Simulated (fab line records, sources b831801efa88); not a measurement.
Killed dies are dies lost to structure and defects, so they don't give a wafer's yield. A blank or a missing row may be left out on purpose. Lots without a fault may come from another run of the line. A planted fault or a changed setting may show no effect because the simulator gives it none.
A struck lot beside a sound one | flow sfq_line | 41 steps out of a route of 325
Sound: wafers L916.3, L916.4, L916.6. Struck: wafer L927.4. (L927.1, L927.3 of the same lot were not struck and are left out.) The cause comes at the end.
At each step with rows: each side's tool, then ch and its chambers, then its first start. Under that, the readings that differ: sound wafers | struck wafers | difference of the means | sigmas: that difference in standard deviations of wafers without a fault.
alike: readings whose means differ by less than 2 such deviations, and words and numbers that are the same on both sides. not compared: withheld readings, readings that some wafer has no value for, bounds like >300 that may hide the same value, and numbers for which the record gives no deviation and whose values overlap.
The two part at a step that has a row with sigmas, a row that says differs or no value, or rows on one side only. Numbers that don't overlap but have no deviation are shown without sigmas and don't part them. A reading that every wafer of one side lacks parts them only if that side has two wafers or more.

first, 1 step without rows for these wafers: SFQ_TRILAYER_M1_DEP_PRE_CLEAN_038 (time 22.5 s).
SFQ_TRILAYER_M1_DEP_SPUTTER_037: material Nb, target thk 200 nm, time 133.3 s.
  sound on pvd_sputter-03, day 16 12:47; struck on pvd_sputter-06, day 27 18:23
  alike: throttle_valve_pct
SFQ_M1_RS_MEAS_909: measures by four-point-probe.
  sound on film_metro-02, day 16 12:55; struck on film_metro-04, day 27 18:29
  alike: M1_NB_RS
then, 6 steps without rows for these wafers: SFQ_TRILAYER_M1_LITHO_COAT_044 (resist thk 62 nm); SFQ_TRILAYER_M1_LITHO_COAT_039 (resist thk 600 nm); SFQ_TRILAYER_M1_LITHO_SOFTBAKE_043; SFQ_TRILAYER_M1_LITHO_EXPOSE_040 (exposes mask M1, target cd 500 nm); SFQ_TRILAYER_M1_LITHO_PEB_042 (peb time 60 s); SFQ_TRILAYER_M1_LITHO_DEVELOP_041 (time 60 s).
-- the record jumps here: 7 days lie between the struck wafers' starts before and after --
SFQ_M1_OVL_MEAS_911:
  sound on overlay-01, day 22 19:14; struck on overlay-02, day 34 07:55
  alike: M1_OVL
then, 1 step without rows for these wafers: SFQ_TRILAYER_M1_BARC_OPEN_METAL_ETCH_054 (etches BARC in O2, target depth 125 nm, time 41.7 s).
SFQ_TRILAYER_M1_ETCH_METAL_ETCH_042: etches Nb in Cl2/Ar, stops on SiO2, target depth 240 nm, time 120 s.
  sound on rie_metal-01 ch 0,1, day 22 19:22; struck on rie_metal-01 ch 1, day 34 08:01
  reading                                             | sound             | struck | difference | sigmas
  oes_product_au (a.u.)                               | 0.899 0.894 0.898 | 0.693  | -0.204     | -29
  model.etch.depth_nm (nm)                            | 200.6 200 201     | 123.2  | -77.3      |
  model.M1.feature_depth_nm (nm)                      | 200.6 200 201     | 123.2  | -77.3      |
  model.KrF_of_TRILAYER_M1_LITHO_COAT_039.thk_nm (nm) | 378.8 379.6 380.7 | 448.8  | +69.1      |
  alike: drypump_motor_current_A
  not compared: rf_hours_counter_h
then, 3 steps without rows for these wafers: SFQ_TRILAYER_M1_STRIP_STRIP_043 (strips in O2); SFQ_TRILAYER_M1_STRIP_SOLV_CLEAN_044 (cleans in NMP, time 600 s); SFQ_TRILAYER_I1_DEP_PECVD_045 (deposits SiO2 from SiH4/N2O, time 111.11 s, target thk 500 nm).
SFQ_TRILAYER_I1_CMP_CMP_046: polishes SiO2.
  sound on cmp-01 ch 1,2, day 22 20:18; struck on cmp-02 ch 0, day 34 17:46
  reading                      | sound             | struck | difference | sigmas
  retaining_ring_pressure_frac | 1.004 0.999 1.002 | 0.990  | -0.012     | -2
  alike: motor_current_A, time_to_endpoint_s
SFQ_I1_BOW_MEAS_912:
  sound on film_metro-02, day 22 23:20; struck on film_metro-03, day 34 20:46
  alike: I1_BOW
SFQ_TRILAYER_I1_METRO_MEASURE_047:
  sound on film_metro-02, day 22 23:49; struck on film_metro-03, day 34 20:53
  alike: thk_nm
then, 6 steps without rows for these wafers: SFQ_TRILAYER_I1_VIA_LITHO_COAT_054 (resist thk 62 nm); SFQ_TRILAYER_I1_VIA_LITHO_COAT_049 (resist thk 650 nm); SFQ_TRILAYER_I1_VIA_LITHO_SOFTBAKE_053; SFQ_TRILAYER_I1_VIA_LITHO_EXPOSE_050 (exposes mask I1, target cd 500 nm); SFQ_TRILAYER_I1_VIA_LITHO_PEB_052 (peb time 60 s); SFQ_TRILAYER_I1_VIA_LITHO_DEVELOP_051 (time 60 s).
SFQ_I1_OVL_MEAS_913:
  sound on overlay-01, day 29 17:20; struck on overlay-02, day 35 00:20
  alike: I1_OVL
then, 2 steps without rows for these wafers: SFQ_TRILAYER_I1_VIA_BARC_OPEN_VIA_ETCH_071 (etches BARC in O2, target depth 125 nm, time 41.7 s); SFQ_TRILAYER_I1_VIA_ETCH_VIA_ETCH_052 (etches SiO2 in CHF3, stops on Nb, target depth 260 nm).
SFQ_TRILAYER_I1_VIA_STRIP_STRIP_053: strips in O2.
  sound on rie_metal-01 ch 1, day 29 17:55; struck on rie_metal-03 ch 1, day 35 00:31
  reading               | sound             | struck | difference | sigmas
  oes_product_au (a.u.) | 1.003 1.008 1.006 | 0.981  | -0.025     | -3
  alike: drypump_motor_current_A
  not compared: rf_hours_counter_h
then, 3 steps without rows for these wafers: SFQ_TRILAYER_I1_VIA_STRIP_SOLV_CLEAN_054 (cleans in NMP, time 600 s); SFQ_TRILAYER_M2_DEP_PRE_CLEAN_056 (time 22.5 s); SFQ_TRILAYER_M2_DEP_SPUTTER_055 (material Nb, target thk 200 nm, time 133.3 s).
SFQ_M2_RS_MEAS_914: measures by four-point-probe.
  sound on film_metro-03, day 29 19:02; struck on film_metro-01, day 35 01:25
  reading           | sound             | struck | difference | sigmas
  M2_NB_RS (ohm/sq) | 0.900 0.903 0.891 | 0.868  | -0.030     | -4
then, 6 steps without rows for these wafers: SFQ_TRILAYER_M2_LITHO_COAT_062 (resist thk 62 nm); SFQ_TRILAYER_M2_LITHO_COAT_057 (resist thk 600 nm); SFQ_TRILAYER_M2_LITHO_SOFTBAKE_061; SFQ_TRILAYER_M2_LITHO_EXPOSE_058 (exposes mask M2, target cd 500 nm); SFQ_TRILAYER_M2_LITHO_PEB_060 (peb time 60 s); SFQ_TRILAYER_M2_LITHO_DEVELOP_059 (time 60 s).
-- the record jumps here: 6 days lie between the struck wafers' starts before and after --
SFQ_M2_OVL_MEAS_916:
  sound on overlay-01, day 36 03:06; struck on overlay-01, day 40 18:52
  alike: M2_OVL
SFQ_TRILAYER_M2_BARC_OPEN_METAL_ETCH_077: etches BARC in O2, target depth 125 nm, time 41.7 s.
  sound on rie_metal-03 ch 0,1, day 36 03:08; struck on rie_metal-04 ch 0, day 40 18:55
  alike: drypump_motor_current_A, oes_product_au
  not compared: rf_hours_counter_h
-- the record jumps here: 40 days lie between the struck wafers' starts before and after --
SFQ_M8_BOW_MEAS_951:
  sound on film_metro-02, day 78 06:50; struck on film_metro-02, day 80 17:37
  reading                       | sound    | struck | difference | sigmas
  model.etest.m1.comb_log10_ohm | 12 12 12 | 0      | -12        |
  alike: M8_BOW

WHERE THEY PART
First at SFQ_TRILAYER_M1_ETCH_METAL_ETCH_042; last, within this record, at SFQ_M2_RS_MEAS_914. Later steps at which nothing parts them and some readings are alike: SFQ_M2_OVL_MEAS_916, SFQ_TRILAYER_M2_BARC_OPEN_METAL_ETCH_077, SFQ_M8_BOW_MEAS_951.

WHY: what the simulator had put in
Process parameter drift: rie_metal-01, from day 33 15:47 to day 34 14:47, at SFQ_TRILAYER_M1_ETCH_METAL_ETCH_042. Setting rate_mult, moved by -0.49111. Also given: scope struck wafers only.
